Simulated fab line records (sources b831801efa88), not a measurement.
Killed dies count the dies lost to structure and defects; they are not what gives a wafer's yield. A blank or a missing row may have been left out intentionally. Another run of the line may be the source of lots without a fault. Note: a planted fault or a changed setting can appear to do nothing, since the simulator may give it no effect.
fab line records	flow sky130	part 1 of 2: steps 1 to 41 of 42
[record] lots = 5	wafers = 15	last-day = 50
route steps=708 shown GATE_OXIDE@192 POLY_GATE@204 RES_PROTECT@206 PAD_OPEN@708
lots untouched by any fault: they come from a run of this same line in which no faults occurred
start-h: start of the lot's first displayed wafer, in hours after the record's first day	wait-h: hours since the lot's step before	" as in the row above	L1.1+2: several wafers, shown together as one row	- either no value or no given start	* or withheld: withheld	< > ~ a bound
route shown NAME@n: names a module that has steps shown in the file, with the first one's number in the route	usual: average and standard deviation across the fault-free wafers	same: alike in all rows	chamber/n: place in a boat	sites: each site's reading	_std_site: the values' standard deviation	_edge_site: the outer-site mean with the inner-site mean subtracted	radius-mm: how far each site lies from the wafer's centre	mask NAME#n: copy n	behind: tool/chamber where the wafer was last shaped	hold: why the lot was held/for how many hours/how that ended	device: which transistor (n, p or np) failed to switch	end of line: at the end of the route, the tests of the same wafers	a step given without rows: its recipe and nothing more	killed: at the first sort, the dies lost to defects and structure; wafer yield is something else	map: per-die view of a wafer (x killed, . not killed, _ where there is no die)
set.NAME: the setting as run; set.NAME@STEP: as run at that earlier step	model.NAME: the simulator's own value behind a step, which no gauge read
lots at selected steps of the route; one table per step, one row per wafer
services: a tool's chamber out of use, with start hour (start-h, from the record's first day; less than 0 if before it), hours out, and reason
[[steps]]
[step SKY_GATE_OXIDE_COAT_05]
[recipe] resist = NOVOLAK	spin-rpm = 3000	resist-thk-nm = 1140
[step SKY_GATE_OXIDE_SOFTBAKE_06]
[recipe] temp-c = 90	time-s = 60	resist = NOVOLAK
[step SKY_GATE_OXIDE_EXPOSE_07]
[recipe] mask-id = LVOM	na = 0.6	source-shape = conventional	sigma-outer = 0.6	polarization = unpolarized	target-cd-nm = 600	dose-mj = 170
[step SKY_GATE_OXIDE_PEB_08]
[recipe] temp-c = withheld	time-s = *	resist = NOVOLAK
[step SKY_GATE_OXIDE_DEVELOP_09]
[recipe] resist = NOVOLAK	developer = TMAH	develop-time-s = 60	dev-temp-c = 23
[step SKY_GATE_OXIDE_OVL_MEAS_10]
[usual] GATE_OXIDE_OVL = -0.1/1.4
lot.wafer	tool	chamber	start-h	wait-h	GATE_OXIDE_OVL[nm]
L231.1	overlay-02	-	353.11	0.1	-1.8
L231.2	"	-	"	"	-1.2
L231.6	"	-	"	"	0.9
L240.2	overlay-02	-	446.58	0.1	1.5
L240.4	"	-	"	"	1.5
L240.5	"	-	"	"	1.9
L245.1	overlay-02	-	502.06	0.1	0.9
L245.4	"	-	"	"	-1.4
L245.6	"	-	"	"	0.4
L248.1	overlay-02	-	518.63	0.1	-2.5
L248.4	"	-	"	"	-4.4
L248.6	"	-	"	"	-4.1
L247.3	overlay-01	-	519.27	0.1	-1.3
L247.4	"	-	"	"	-2.5
L247.5	"	-	"	"	-1.4
[step SKY_GATE_OXIDE_IMPLANT_11]
[recipe] species = B	energy-kev = 10	dose-cm2 = 2.6e+12	tilt-deg = withheld
[step SKY_GATE_OXIDE_WET_ETCH_12]
[recipe] chemistry = dHF	target-depth-nm = 16.8	dry = n2-spin	target = SiO2	dilution = 100:1	temp-c = 25	time-s = 336
[step SKY_GATE_OXIDE_STRIP_13]
[recipe] chemistry = O2/N2	power-w = 1400	pressure-mtorr = 1500	platen-temp-c = withheld	o2-flow-sccm = 3000	n2-flow-sccm = 300	overash-fraction = 0.5
[usual] drypump-motor-current-A = 5.79/0.26	n2-flow-sccm = 299.8/0.93	oes-product-au = 0.715/0.0045	strip-time-to-endpoint-s = 14.18/0.041
lot.wafer	tool	chamber	start-h	wait-h	drypump-motor-current-A	n2-flow-sccm	oes-product-au	rf-hours-counter-h	strip-time-to-endpoint-s
L231.1	plasma-asher-02	0	353.42	0.0	6.12	300.9	0.710	53	14.21
L231.2	"	1	"	"	5.48	299.4	0.716	53	14.22
L231.6	"	0	"	"	6.12	301.2	0.707	-	14.24
L240.2	plasma-asher-03	1	446.90	0.0	5.67	300.3	0.722	2	14.16
L240.4	"	1	"	"	5.68	299.7	0.712	-	14.19
L240.5	"	1	"	"	5.72	299.9	0.707	-	14.20
L245.1	plasma-asher-02	1	502.35	0.0	5.52	299.8	0.717	67	14.12
L245.4	"	0	"	"	6.13	299.6	0.719	-	14.09
L245.6	"	0	"	"	6.12	298.5	0.708	-	14.11
L248.1	plasma-asher-04	0	518.92	0.0	5.50	300.6	0.709	81	14.17
L248.4	"	0	"	"	5.50	298.7	0.720	-	14.15
L248.6	"	0	"	"	5.47	300.7	0.714	-	14.14
L247.3	plasma-asher-04	0	519.58	0.0	5.54	299.8	0.719	-	14.17
L247.4	"	1	"	"	5.93	299.8	0.714	-	14.19
L247.5	"	1	"	"	5.92	300.0	0.713	-	14.17
[step SKY_GATE_OXIDE_TW_MEAS_14]
[usual] GATE_OXIDE_TW = 225.4/2.8
lot.wafer	tool	chamber	start-h	wait-h	GATE_OXIDE_TW
L231.1	film-metro-01	-	353.52	0.1	227.7
L231.2	"	-	"	"	228.3
L231.6	"	-	"	"	227.8
L240.2	film-metro-03	-	447.01	0.1	222.8
L240.4	"	-	"	"	223.9
L240.5	"	-	"	"	223.3
L245.1	film-metro-03	-	502.45	0.1	223.1
L245.4	"	-	"	"	222.7
L245.6	"	-	"	"	223.6
L248.1	film-metro-01	-	519.02	0.1	229.8
L248.4	"	-	"	"	229.2
L248.6	"	-	"	"	230.2
L247.3	film-metro-01	-	519.67	0.1	228.5
L247.4	"	-	"	"	228.7
L247.5	"	-	"	"	229.3
[step SKY_GATE_OXIDE_CLEAN_15]
[recipe] chemistry = SC1/SC2	mix = 1:4:20	temp-c = 70	time-s = 150	dry = n2-spin
[step SKY_GATE_OXIDE_OXIDATION_16]
[recipe] temp-c = 800	ambient = O2	idle-temp-c = 700	ramp-up-c-per-min = 10	ramp-down-c-per-min = 3	stabilise-s = 600	purge-s = 300	target-thk-a = 35.7	ox-time-s = 1915
[step SKY_POLY_GATE_CVD_00]
[recipe] material = poly-Si	target-thk-nm = 180	temp-c = 620	time-s = 720	pressure-mtorr = 200
[usual] spike-tc-centre-C = 620.7/1.1	spike-tc-lower-C = 619.9/1.1	spike-tc-upper-C = 620.6/0.99	susceptor-temp-C = 619.97/0.28	zone-power-bottom-pct = 14.9/1.4	zone-power-top-pct = 18.4/0.31
lot.wafer	tool	chamber	start-h	wait-h	spike-tc-centre-C	spike-tc-lower-C	spike-tc-upper-C	susceptor-temp-C	zone-power-bottom-pct	zone-power-top-pct	model.poly-Si_of_POLY_GATE_CVD_00.thk-nm
L231.1	lpcvd-01	0	356.43	0.0	618.2	617.5	616.1	615.29	12.9	17.9	160.7
L231.2	"	0	"	"	616.6	614.1	615.8	615.77	13.1	18.1	162
L231.6	"	0	"	"	615.0	614.3	617.0	615.39	13.1	17.8	161.1
L240.2	lpcvd-01	1	448.64	0.0	622.0	619.7	619.7	619.86	15.9	18.9	182
L240.4	"	1	"	"	621.2	619.5	621.2	619.82	16.3	18.9	183.3
L240.5	"	1	"	"	620.5	620.6	620.4	620.07	16.1	18.5	183.4
L245.1	lpcvd-01	1	504.14	0.0	620.0	620.7	622.4	620.02	15.9	18.2	181.4
L245.4	"	1	"	"	619.3	620.3	620.1	620.42	15.9	18.5	181.2
L245.6	"	1	"	"	621.2	619.3	620.3	619.65	16.3	18.3	180.6
L248.1	lpcvd-01	0	521.14	0.0	622.1	620.7	620.2	619.94	13.3	18.2	181.1
L248.4	"	0	"	"	623.1	617.5	619.6	619.74	13.3	18.2	181.2
L248.6	"	0	"	"	620.2	620.3	620.2	619.69	13.3	18.4	179.9
L247.3	lpcvd-01	1	522.38	0.0	621.7	621.8	619.1	619.93	16.0	18.7	183.3
L247.4	"	1	"	"	620.2	620.8	620.9	620.13	16.1	18.8	184
L247.5	"	1	"	"	622.5	619.2	622.0	620.11	16.3	18.6	183.4
[step SKY_POLY_GATE_THK_MEAS_01]
[recipe] reads = poly-Si_of_POLY_GATE_CVD_00
[usual] POLY_GATE_CVD_00_THK = 180.6/1.8
lot.wafer	tool	chamber	start-h	wait-h	POLY_GATE_CVD_00_THK[nm]
L231.1	film-metro-02	-	357.63	0.0	160.6
L231.2	"	-	"	"	161.9
L231.6	"	-	"	"	161.2
L240.2	film-metro-01	-	449.85	0.0	182.1
L240.4	"	-	"	"	183.3
L240.5	"	-	"	"	183.4
L245.1	film-metro-01	-	505.34	0.0	181.4
L245.4	"	-	"	"	181.3
L245.6	"	-	"	"	180.5
L248.1	film-metro-01	-	522.34	0.0	181.3
L248.4	"	-	"	"	181.2
L248.6	"	-	"	"	179.8
L247.3	film-metro-02	-	523.60	0.0	183.3
L247.4	"	-	"	"	183.9
L247.5	"	-	"	"	183.3
[step SKY_RES_PROTECT_DEHYDRATE_00]
[recipe] temp-c = 200	time-s = 60
[step SKY_RES_PROTECT_HMDS_01]
[recipe] prime-time-s = 60	prime-temp-c = 120
[step SKY_RES_PROTECT_COAT_02]
[recipe] resist = NOVOLAK	spin-rpm = 3000	resist-thk-nm = 1140
[step SKY_RES_PROTECT_SOFTBAKE_03]
[recipe] temp-c = 90	time-s = 60	resist = NOVOLAK
[step SKY_RES_PROTECT_EXPOSE_04]
[recipe] mask-id = RPM	na = 0.6	source-shape = conventional	sigma-outer = 0.6	polarization = unpolarized	target-cd-nm = 1270	dose-mj = 131
[step SKY_RES_PROTECT_PEB_05]
[recipe] temp-c = withheld	time-s = *	resist = NOVOLAK
[step SKY_RES_PROTECT_DEVELOP_06]
[recipe] resist = NOVOLAK	developer = TMAH	develop-time-s = 60	dev-temp-c = 23
[step SKY_POLY_GATE_IMPLANT_02]
[recipe] species = P	energy-kev = 30	dose-cm2 = 7.7e+15	tilt-deg = 0
[step SKY_RES_PROTECT_STRIP_07]
[recipe] chemistry = O2/N2	power-w = 1400	pressure-mtorr = 1500	platen-temp-c = withheld	o2-flow-sccm = 3000	n2-flow-sccm = 300	overash-fraction = 0.5
[usual] drypump-motor-current-A = 5.73/0.3	n2-flow-sccm = 299.9/0.87	oes-product-au = 0.517/0.0047	strip-time-to-endpoint-s = 23.29/0.039
lot.wafer	tool	chamber	start-h	wait-h	drypump-motor-current-A	n2-flow-sccm	oes-product-au	rf-hours-counter-h	strip-time-to-endpoint-s
L231.1	plasma-asher-03	1	384.43	0.1	5.73	300.9	0.518	68	23.28
L231.2	"	0	"	"	6.08	299.2	0.514	68	23.29
L231.6	"	0	"	"	6.07	300.4	0.511	-	23.26
L240.2	plasma-asher-02	0	480.23	0.1	6.12	300.4	0.512	65	23.22
L240.4	"	0	"	"	6.13	300.5	0.513	-	23.25
L240.5	"	0	"	"	6.13	299.6	0.520	-	23.22
L245.1	plasma-asher-01	1	535.51	0.1	5.28	298.9	0.513	43	23.27
L245.4	"	0	"	"	5.77	299.9	0.520	-	23.27
L245.6	"	1	"	"	5.31	299.1	0.507	-	23.25
L248.1	plasma-asher-01	1	552.08	0.1	5.28	299.3	0.518	44	23.35
L248.4	"	0	"	"	5.78	301.9	0.518	-	23.33
L248.6	"	0	"	"	5.77	300.8	0.514	-	23.26
L247.3	plasma-asher-01	1	553.15	0.1	5.28	300.5	0.511	-	23.24
L247.4	"	0	"	"	5.80	299.4	0.519	-	23.22
L247.5	"	0	"	"	5.78	299.4	0.501	-	23.22
[step SKY_RES_PROTECT_TW_MEAS_08]
[usual] POLY_GATE_TW = 4089/41
lot.wafer	tool	chamber	start-h	wait-h	POLY_GATE_TW
L231.1	film-metro-03	-	384.53	0.1	4044
L231.2	"	-	"	"	4028
L231.6	"	-	"	"	4024
L240.2	film-metro-02	-	480.34	0.1	4093
L240.4	"	-	"	"	4095
L240.5	"	-	"	"	4090
L245.1	film-metro-02	-	535.61	0.1	4092
L245.4	"	-	"	"	4096
L245.6	"	-	"	"	4085
L248.1	film-metro-01	-	552.18	0.1	4101
L248.4	"	-	"	"	4123
L248.6	"	-	"	"	4133
L247.3	film-metro-02	-	553.23	0.1	4068
L247.4	"	-	"	"	4066
L247.5	"	-	"	"	4073
[step SKY_RES_PROTECT_CLEAN_09]
[recipe] chemistry = SC1/SC2	mix = 1:4:20	temp-c = 70	time-s = 150	dry = n2-spin
[usual] temp-c = 69.97/0.11
lot.wafer	tool	chamber	start-h	wait-h	temp-c	model.poly-Si_of_POLY_GATE_CVD_00.thk-nm
L231.1	wet-bench-02	3	384.59	0.1	70.11	160.1
L231.2	"	3	"	"	69.96	161.3
L231.6	"	3	"	"	70.05	160.5
L240.2	wet-bench-04	2	480.39	0.0	70.03	181.4
L240.4	"	2	"	"	69.96	182.7
L240.5	"	2	"	"	70.05	182.7
L245.1	wet-bench-04	2	535.67	0.1	70.05	180.8
L245.4	"	2	"	"	69.95	180.6
L245.6	"	2	"	"	70.07	180
L248.1	wet-bench-03	2	552.24	0.1	70.00	180.5
L248.4	"	2	"	"	69.96	180.6
L248.6	"	2	"	"	69.94	179.3
L247.3	wet-bench-04	1	553.27	0.0	69.97	182.7
L247.4	"	1	"	"	69.77	183.3
L247.5	"	1	"	"	70.20	182.7
[step SKY_POLY_GATE_CVD_03]
[recipe] material = Si3N4	precursor = DCS/NH3	target-thk-nm = 75	temp-c = 770	time-s = 1290	pressure-mtorr = 250
[step SKY_POLY_GATE_THK_MEAS_04]
[recipe] reads = Si3N4_of_POLY_GATE_CVD_03
[usual] POLY_GATE_CVD_03_THK = 75.2/0.64
lot.wafer	tool	chamber	start-h	wait-h	POLY_GATE_CVD_03_THK[nm]
L231.1	film-metro-01	-	387.71	0.0	74.8
L231.2	"	-	"	"	75.5
L231.6	"	-	"	"	74.9
L240.2	film-metro-04	-	481.81	0.0	74.8
L240.4	"	-	"	"	74.5
L240.5	"	-	"	"	74.7
L245.1	film-metro-01	-	537.08	0.0	75.1
L245.4	"	-	"	"	75.2
L245.6	"	-	"	"	74.6
L248.1	film-metro-04	-	553.65	0.0	76.0
L248.4	"	-	"	"	76.1
L248.6	"	-	"	"	76.0
L247.3	film-metro-02	-	555.03	0.0	76.5
L247.4	"	-	"	"	76.1
L247.5	"	-	"	"	76.0
[step SKY_POLY_GATE_DEHYDRATE_05]
[recipe] temp-c = 200	time-s = 60
[step SKY_POLY_GATE_HMDS_06]
[recipe] prime-time-s = 60	prime-temp-c = 120
[step SKY_POLY_GATE_COAT_07]
[recipe] resist = BARC	temp-c = withheld	time-s = withheld	spin-rpm = 3000	resist-thk-nm = 110
[step SKY_POLY_GATE_COAT_08]
[recipe] resist = KrF-thick	spin-rpm = 3000	resist-thk-nm = 450
[step SKY_POLY_GATE_SOFTBAKE_09]
[recipe] temp-c = 100	time-s = 90	resist = KrF-thick
[step SKY_POLY_GATE_EXPOSE_10]
[recipe] mask-id = P1M	na = 0.68	source-shape = conventional	sigma-outer = 0.6	target-cd-nm = 150	dose-mj = 28
[step SKY_POLY_GATE_PEB_11]
[recipe] peb-temp-c = withheld	peb-time-s = withheld	resist = KrF-thick
[step SKY_POLY_GATE_DEVELOP_12]
[recipe] develop-time-s = 60	resist = KrF-thick	dev-temp-c = 21
[step SKY_POLY_GATE_CD_MEAS_13]
[recipe] target-cd-nm = 150
[usual] cd-nm = 150.5/1.1
lot.wafer	tool	chamber	start-h	wait-h	cd-nm
L231.1	cd-sem-01	-	416.36	-	150.9
L231.2	"	-	"	"	150.6
L231.6	"	-	"	"	149.9
L240.2	cd-sem-01	-	512.72	-	150.6
L240.4	"	-	"	"	150.6
L240.5	"	-	"	"	151.5
L245.1	cd-sem-01	-	566.75	-	151.1
L245.4	"	-	"	"	149.3
L245.6	"	-	"	"	151.0
L248.1	cd-sem-01	-	583.31	-	149.5
L248.4	"	-	"	"	149.9
L248.6	"	-	"	"	150.6
L247.3	cd-sem-01	-	584.95	-	150.2
L247.4	"	-	"	"	150.9
L247.5	"	-	"	"	150.0
[step SKY_POLY_GATE_OVL_MEAS_14]
[usual] POLY_GATE_OVL = 3/4.9
lot.wafer	tool	chamber	start-h	wait-h	POLY_GATE_OVL[nm]
L231.1	overlay-01	-	416.48	0.1	8
L231.2	"	-	"	"	2
L231.6	"	-	"	"	4
L240.2	overlay-01	-	512.83	0.1	-1
L240.4	"	-	"	"	3
L240.5	"	-	"	"	2
L245.1	overlay-02	-	566.87	0.1	2
L245.4	"	-	"	"	9
L245.6	"	-	"	"	12
L248.1	overlay-02	-	583.43	0.1	9
L248.4	"	-	"	"	5
L248.6	"	-	"	"	3
L247.3	overlay-02	-	585.04	0.1	15
L247.4	"	-	"	"	4
L247.5	"	-	"	"	8
[step SKY_POLY_GATE_ETCH_15]
[recipe] chemistry = N2/H2	target = BARC	ion-energy-ev = 200	source-w = 500	bias-w = 100	pressure-mtorr = 30	n2-flow-sccm = 100	h2-flow-sccm = 200	stop-on = SiO2	time-s = 118.5	target-depth-a = 1100
[usual] drypump-motor-current-A = 5.8/0.41	n2-flow-sccm = 99.97/0.28	oes-product-au = 0.717/0.005	throttle-valve-pct = 13.213/0.0091
lot.wafer	tool	chamber	start-h	wait-h	drypump-motor-current-A	n2-flow-sccm	oes-product-au	rf-hours-counter-h	throttle-valve-pct
L231.1	rie-diel-03	0	416.52	0.0	6.2	100.00	0.712	12	13.226
L231.2	"	3	"	"	5.4	100.35	0.708	9	13.212
L231.6	"	0	"	"	6.2	100.20	0.713	-	13.211
L240.2	rie-diel-02	1	512.86	0.0	5.7	99.96	0.703	9	13.215
L240.4	"	0	"	"	6.0	99.77	0.707	-	13.218
L240.5	"	3	"	"	6.1	100.10	0.713	-	13.226
L245.1	rie-diel-03	0	566.91	0.0	6.2	99.82	0.723	15	13.217
L245.4	"	3	"	"	5.4	100.04	0.720	-	13.219
L245.6	"	1	"	"	6.0	100.03	0.724	-	13.188
L248.1	rie-diel-02	1	583.47	0.0	5.7	99.82	0.719	10	13.218
L248.4	"	3	"	"	6.1	100.28	0.723	74	13.219
L248.6	"	1	"	"	5.7	99.96	0.721	-	13.214
L247.3	rie-diel-02	3	585.07	0.0	6.0	99.75	0.722	74	13.213
L247.4	"	1	"	"	5.7	100.40	0.718	10	13.227
L247.5	"	1	"	"	5.7	100.48	0.717	-	13.217
[step SKY_POLY_GATE_ETCH_16]
[recipe] stop-on = poly-Si	chemistry = CH3F/O2	target = Si3N4	source-w = 400	bias-w = 80	pressure-mtorr = 25	ch3f-flow-sccm = 40	O2_flow_sccm = 30	time-s = 147.5	target-depth-a = 750
[usual] O2_flow_sccm = 30.01/0.088	ch3f-flow-sccm = 40.02/0.13	drypump-motor-current-A = 5.8/0.41	oes-product-au = 0.641/0.0051	throttle-valve-pct = 10.537/0.0092
lot.wafer	tool	chamber	start-h	wait-h	O2_flow_sccm	ch3f-flow-sccm	drypump-motor-current-A	oes-product-au	rf-hours-counter-h	throttle-valve-pct
L231.1	rie-diel-03	0	416.60	0.0	29.91	40.07	6.1	0.637	12	10.560
L231.2	"	3	"	"	29.99	40.10	5.4	0.652	9	10.531
L231.6	"	0	"	"	30.02	40.05	6.2	0.638	-	10.544
L240.2	rie-diel-02	1	512.94	0.0	30.01	39.98	5.7	0.640	9	10.542
L240.4	"	0	"	"	30.04	40.26	6.0	0.642	-	10.544
L240.5	"	3	"	"	30.10	40.04	6.0	0.637	-	10.538
L245.1	rie-diel-03	0	566.99	0.0	30.14	40.08	6.2	0.639	15	10.540
L245.4	"	3	"	"	29.98	39.98	5.4	0.644	-	10.537
L245.6	"	1	"	"	30.04	40.12	6.0	0.647	-	10.529
L248.1	rie-diel-02	1	583.55	0.0	30.10	39.79	5.6	0.644	10	10.548
L248.4	"	3	"	"	30.17	40.17	6.0	0.638	74	10.543
L248.6	"	1	"	"	30.00	39.94	5.6	0.644	-	10.558
L247.3	rie-diel-02	3	585.15	0.0	29.97	40.07	6.1	0.643	74	10.538
L247.4	"	1	"	"	29.95	39.99	5.7	0.649	10	10.529
L247.5	"	1	"	"	29.88	39.92	5.7	0.644	-	10.537
[step SKY_POLY_GATE_ETCH_17]
[recipe] target-depth-nm = 180	stop-on = SiO2	over-etch-frac = 0.56667	chemistry = HBr/Cl2	target = poly-Si	icp-w = 400	bias-w = 100	pressure-mtorr = 10	HBr_flow_sccm = 150	Cl2_flow_sccm = 50	time-s = 70.5
[usual] drypump-motor-current-A = 6.1/0.48	oes-product-au = 0.990/0.0086	throttle-valve-pct = 33.685/0.0091
lot.wafer	tool	chamber	start-h	wait-h	drypump-motor-current-A	oes-product-au	rf-hours-counter-h	throttle-valve-pct	model.etch.depth-nm	model.POLY_GATE.feature-depth-nm
L231.1	rie-si-02	2	416.70	0.0	5.9	0.919	48	33.686	160.1	160.1
L231.2	"	3	"	"	6.8	0.924	4	33.677	161.3	161.3
L231.6	"	1	"	"	5.7	0.925	-	33.690	160.5	160.5
L240.2	rie-si-01	3	513.04	0.0	5.9	0.981	0	33.679	181.4	181.4
L240.4	"	1	"	"	6.6	1.003	47	33.688	180.8	180.8
L240.5	"	1	"	"	6.6	1.001	-	33.695	181	181
L245.1	rie-si-02	0	567.09	0.0	6.4	0.995	5	33.692	180.8	180.8
L245.4	"	1	"	"	5.7	0.994	3	33.681	180.6	180.6
L245.6	"	2	"	"	5.9	0.988	-	33.686	177.8	177.8
L248.1	rie-si-01	2	583.65	0.0	5.2	0.967	0	33.688	171.4	171.4
L248.4	"	3	"	"	5.9	0.995	-	33.703	180.6	180.6
L248.6	"	2	"	"	5.2	0.967	-	33.683	172.3	172.3
L247.3	rie-si-02	0	585.25	0.0	6.4	1.005	5	33.688	182.7	182.7
L247.4	"	3	"	"	6.8	0.993	5	33.697	179.3	179.3
L247.5	"	1	"	"	5.7	1.000	-	33.691	182.7	182.7
[step SKY_POLY_GATE_STRIP_18]
[recipe] chemistry = O2/N2	power-w = 1400	pressure-mtorr = 1500	platen-temp-c = withheld	o2-flow-sccm = 3000	n2-flow-sccm = 300	overash-fraction = 0.5
[usual] drypump-motor-current-A = 5.66/0.27	n2-flow-sccm = 300.0/0.86	oes-product-au = 0.361/0.005	strip-time-to-endpoint-s = 3.15/0.047
lot.wafer	tool	chamber	start-h	wait-h	drypump-motor-current-A	n2-flow-sccm	oes-product-au	rf-hours-counter-h	strip-time-to-endpoint-s
L231.1	plasma-asher-02	1	416.76	0.0	5.50	299.8	0.373	60	3.21
L231.2	"	0	"	"	6.11	301.4	0.358	60	3.14
L231.6	"	0	"	"	6.13	300.3	0.363	-	3.15
L240.2	plasma-asher-04	0	513.09	0.0	5.61	299.5	0.359	80	3.13
L240.4	"	0	"	"	5.58	300.2	0.356	-	3.10
L240.5	"	1	"	"	5.98	298.5	0.361	-	3.06
L245.1	plasma-asher-04	1	567.14	0.0	5.95	299.9	0.361	86	3.17
L245.4	"	1	"	"	5.95	299.7	0.354	-	3.12
L245.6	"	1	"	"	5.93	299.9	0.362	-	3.23
L248.1	plasma-asher-02	1	583.70	0.0	5.51	300.5	0.367	75	3.20
L248.4	"	0	"	"	6.11	299.4	0.364	-	3.09
L248.6	"	0	"	"	6.12	298.5	0.364	-	3.21
L247.3	plasma-asher-01	1	585.34	0.1	5.27	300.2	0.362	-	3.10
L247.4	"	0	"	"	5.74	299.6	0.359	-	3.18
L247.5	"	0	"	"	5.74	300.7	0.365	-	3.17
[[key]]
[first-sign] step = SKY_POLY_GATE_CVD_00	reading = susceptor-temp-C	direction = down	sigmas = 16	usual = *	struck = *
[effect] step = SKY_POLY_GATE_CVD_00	reading = spike-tc-upper-C	direction = down	sigmas = 4.3	usual = 620.6	struck = 616.3
[effect] step = SKY_POLY_GATE_THK_MEAS_01	reading = POLY_GATE_CVD_00_THK	direction = down	sigmas = 11	usual = 180.6	struck = 161.2
[effect] step = SKY_POLY_GATE_ETCH_17	reading = oes-product-au	direction = down	sigmas = 7.8	usual = 0.990	struck = 0.923
[model-effect] step = SKY_POLY_GATE_CVD_00	value = poly-Si_of_POLY_GATE_CVD_00.thk-nm	without = 179.7	struck = 161.3
[model-effect] step = SKY_RES_PROTECT_CLEAN_09	value = poly-Si_of_POLY_GATE_CVD_00.thk-nm	without = 179.1	struck = 160.6
[model-effect] step = SKY_POLY_GATE_ETCH_17	value = etch.depth-nm	without = 177.8	struck = 160.6
[model-effect] step = SKY_PAD_OPEN_PROBE_99	value = etest.res-high-po.line-ohm-um	without = 756.1	struck = 833
met-at SKY_POLY_GATE_CVD_00
struck-wafers L231.1,L231.2,L231.6
tester-left-out L231
[fault] kind = process-parameter-drift	tool = lpcvd-01	chamber = 0	onset-h = 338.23	steps = SKY_POLY_GATE_CVD_00	channel = temp-c	offset = *	shape = step	end-h = 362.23	stated = *
// tester-left-out: of these lots the tester's yield and bins aren't shown, on N5 and GAA mostly nor the transistor test; their killed dies are dies lost to structure and defects alone, not to doping, threshold or leakage, so they don't give the yield
